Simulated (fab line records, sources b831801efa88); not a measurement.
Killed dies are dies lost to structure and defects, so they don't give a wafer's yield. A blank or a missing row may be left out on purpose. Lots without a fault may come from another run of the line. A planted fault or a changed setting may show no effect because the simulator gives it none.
Chamber matching | flow gf180mcu | GF_V1_CMP_26 on cmp-02: 4 sister chambers
The step polishes, stops on SiO2, t overpolish 15 s, target thk 0 nm. 18 wafers are shown with their chamber, then 8 later ones without.

WAFERS WITH THEIR CHAMBER
wafer  | chamber | motor_current_A (A) | time_to_endpoint_s (s) | overpolish_run_s (s)
L492.1 | 1       | 9.8                 | 90                     | 15.007
L492.2 | 3       | 11.9                | 91                     | 15.004
L492.4 | 2       | 11.3                | 88                     | 14.999
L497.4 | 0       | 12.3                | 75                     | 15.008
L497.5 | 0       | 12.6                | 75                     | 15.003
L497.6 | 1       | 9.2                 | 82                     | 14.997
L498.1 | 1       | 8.8                 | 83                     | 15.012
L498.2 | 2       | 11.6                | 84                     | 14.989
L498.6 | 3       | 11.9                | 83                     | 14.988
L503.1 | 3       | 11.5                | 83                     | 14.993
L503.3 | 0       | 12.5                | 79                     | 15.002
L503.5 | 0       | 12.2                | 80                     | 15.009
L505.1 | 2       | 11.2                | 82                     | 14.993
L505.3 | 3       | 11.9                | 84                     | 14.993
L505.6 | 1       | 9.2                 | 83                     | 15.006
L506.3 | 0       | 11.7                | 79                     | 14.999
L506.6 | 1       | 9.2                 | 84                     | 15.016
L508.1 | 1       | 9.4                 | 82                     | 15.001

SIGNATURES (means of the wafers above)
reading            | chamber 0 | chamber 1 | chamber 2 | chamber 3 | scatter within a chamber
motor_current_A    | 12.260    | 9.267     | 11.367    | 11.800    | 0.297
time_to_endpoint_s | 77.60     | 84.00     | 84.67     | 85.25     | 3.08
overpolish_run_s   | 15.00420  | 15.00650  | 14.99367  | 14.99450  | 0.00598
Rule: a wafer's distance from a chamber is the root of the sum, over the readings, of the square of ((its reading less the chamber's mean) divided by the reading's scatter). The wafer belongs to the nearest chamber; if the next one is less than 2 further off, it can't be placed. The scatter: the root of (the sum of the squares of (reading less its chamber's mean) over the shown wafers, divided by (wafers less chambers)).

WAFERS WITHOUT THEIR CHAMBER
wafer  | motor_current_A (A) | time_to_endpoint_s (s) | overpolish_run_s (s)
L508.2 | 12.0                | 80                     | 14.989
L508.3 | 11.1                | 87                     | 15.013
L511.1 | 9.2                 | 81                     | 15.008
L511.3 | 11.6                | 82                     | 14.998
L511.5 | 11.9                | 82                     | 15.004
L514.2 | 9.6                 | 83                     | 14.988
L514.4 | 11.7                | 79                     | 15.001
L514.5 | 9.1                 | 86                     | 15.009

WHICH CHAMBER EACH WENT THROUGH
wafer  | from the rows above          | in truth
L508.2 | can't be placed: 3 or 2 or 0 | 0
L508.3 | can't be placed: 2 or 3 or 0 | 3
L511.1 | 1                            | 1
L511.3 | can't be placed: 2 or 3 or 0 | 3
L511.5 | can't be placed: 0 or 3 or 2 | 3
L514.2 | 1                            | 1
L514.4 | can't be placed: 0 or 3 or 2 | 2
L514.5 | 1                            | 1
Placed correctly: 3 of 8. Can't be placed from these rows: 5 (the true chamber is among the candidates in 5). Placed wrongly: 0.
